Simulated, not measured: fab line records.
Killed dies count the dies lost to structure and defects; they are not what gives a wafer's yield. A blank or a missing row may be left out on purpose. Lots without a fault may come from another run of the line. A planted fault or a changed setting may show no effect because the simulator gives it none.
Matching of chambers ; flow sky130 ; SKY_VIA4_ETCH_12 on rie diel-03: 4 sister chambers
The step etches SiO2 in C4F8/O2/Ar, stops on TiN, target depth 580 nm. 4 wafers are shown with their chamber, then 10 later ones without.

WAFERS WITH THEIR CHAMBER
wafer;chamber;oes product au (a.u.)
L090.2;3;0.925
L090.6;0;0.928
L091.1;2;0.931
L091.2;1;0.928

WAFERS WITHOUT THEIR CHAMBER
wafer;oes product au (a.u.)
L091.3;0.931
L094.2;0.927
L094.3;0.932
L094.5;0.925
L095.1;0.922
L095.2;0.916
L095.4;0.930
L097.1;0.931
L097.4;0.927
L097.6;0.924

EACH ONE'S CHAMBER
wafer;from the rows above;in truth
L091.3;can't be placed: 2 or 0 or 1 or 3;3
L094.2;can't be placed: 0 or 1 or 3 or 2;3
L094.3;can't be placed: 2 or 0 or 1 or 3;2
L094.5;can't be placed: 3 or 0 or 1 or 2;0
L095.1;can't be placed: 3 or 0 or 1 or 2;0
L095.2;can't be placed: 3 or 0 or 1 or 2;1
L095.4;can't be placed: 2 or 0 or 1 or 3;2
L097.1;can't be placed: 2 or 0 or 1 or 3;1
L097.4;can't be placed: 0 or 1 or 3 or 2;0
L097.6;can't be placed: 3 or 0 or 1 or 2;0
Correctly placed: 0 of 10. Can't be placed from these rows: 10 (the true chamber is among the candidates in 10). Placed wrongly: 0.
How it was worked out, from the rows above alone: a wafer's distance from a chamber is the root of the sum, over the readings, of the square of ((its reading less the chamber's mean) divided by the reading's scatter). If the next closest chamber is less than 2 further off than the closest, the wafer can't be placed; otherwise it belongs to the closest. Each chamber's mean is taken over the wafers shown for it. The scatter (one wafer shown for each chamber): square how far every hidden wafer sits from the nearest shown wafer, average those squares and take the square root.
